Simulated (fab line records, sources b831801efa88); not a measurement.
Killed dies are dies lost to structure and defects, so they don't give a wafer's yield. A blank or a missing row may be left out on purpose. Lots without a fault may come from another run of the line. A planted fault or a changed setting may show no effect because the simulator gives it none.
Split-lot experiment | flow gf180mcu | 5 lots, 23 wafers read, on a route of 602 steps

THE SPLIT
At GF_MIM_SPUTTER_00 (material Ti, target thk 37.5 nm, time 150 s), the setting chamber_pressure_pa was moved away from the recipe's 2 Pa on 15 of the 23 wafers read, by -12.7% to -6.6%. The other wafers ran this setting at the recipe's value.

The reading is taken at the split's own step.

THE READING
Ti_of_MIM_SPUTTER_00.thk_nm (the simulator's own value, which no gauge read), in nm, at GF_MIM_SPUTTER_00 (material Ti, target thk 37.5 nm, time 150 s). The file gives no usual value for it. The 8 wafers here that ran the recipe average 37.97 nm, standard deviation 0.15 nm.

wafer  | tool, chamber at the split | chamber_pressure_pa as run, Pa | against the recipe | Ti_of_MIM_SPUTTER_00.thk_nm, nm | against lot-mates on the recipe
L074.1 | pvd_sputter-04, -          | 2                              | recipe             | 37.73                           | -
L074.2 | pvd_sputter-04, -          | 2                              | recipe             | 38.28                           | -
L074.3 | pvd_sputter-04, -          | 2                              | recipe             | 38.03                           | -
L074.5 | pvd_sputter-04, -          | 2                              | recipe             | 38.01                           | -
L074.6 | pvd_sputter-04, -          | 2                              | recipe             | 37.95                           | -
L077.2 | pvd_sputter-03, -          | 1.869                          | -6.6%              | 39.57                           | no lot-mate on the recipe
L077.3 | pvd_sputter-03, -          | 1.869                          | -6.6%              | 39.81                           | no lot-mate on the recipe
L077.4 | pvd_sputter-03, -          | 1.869                          | -6.6%              | 39.81                           | no lot-mate on the recipe
L077.5 | pvd_sputter-03, -          | 1.869                          | -6.6%              | 39.84                           | no lot-mate on the recipe
L077.6 | pvd_sputter-03, -          | 1.869                          | -6.6%              | 39.59                           | no lot-mate on the recipe
L079.1 | pvd_sputter-04, -          | 1.861                          | -7.0%              | 39.03                           | no lot-mate on the recipe
L079.2 | pvd_sputter-04, -          | 1.861                          | -7.0%              | 39                              | no lot-mate on the recipe
L079.3 | pvd_sputter-04, -          | 1.861                          | -7.0%              | 39.24                           | no lot-mate on the recipe
L079.4 | pvd_sputter-04, -          | 1.861                          | -7.0%              | 39.12                           | no lot-mate on the recipe
L079.5 | pvd_sputter-04, -          | 1.861                          | -7.0%              | 38.96                           | no lot-mate on the recipe
L080.1 | pvd_sputter-03, -          | 1.745                          | -12.7%             | 40.49                           | no lot-mate on the recipe
L080.2 | pvd_sputter-03, -          | 1.745                          | -12.7%             | 40.43                           | no lot-mate on the recipe
L080.3 | pvd_sputter-03, -          | 1.745                          | -12.7%             | 40.39                           | no lot-mate on the recipe
L080.4 | pvd_sputter-03, -          | 1.745                          | -12.7%             | 40.17                           | no lot-mate on the recipe
L080.6 | pvd_sputter-03, -          | 1.745                          | -12.7%             | 40.57                           | no lot-mate on the recipe
L082.1 | pvd_sputter-01, -          | 2                              | recipe             | 37.9                            | -
L082.3 | pvd_sputter-01, -          | 2                              | recipe             | 38.05                           | -
L082.5 | pvd_sputter-01, -          | 2                              | recipe             | 37.84                           | -

THE FIT
A straight line over all 23 wafers: Ti_of_MIM_SPUTTER_00.thk_nm changes by -0.192 nm for each +1% of chamber_pressure_pa; r = -0.96; the points scatter about the line by 0.3 nm.
Too few moved wafers have a lot-mate on the recipe to fit a line with each lot's own level taken away.

THE FILE'S OWN FIT
Ti_of_MIM_SPUTTER_00.thk_nm changes by -0.192 nm for each +1% of chamber_pressure_pa, r = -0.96.
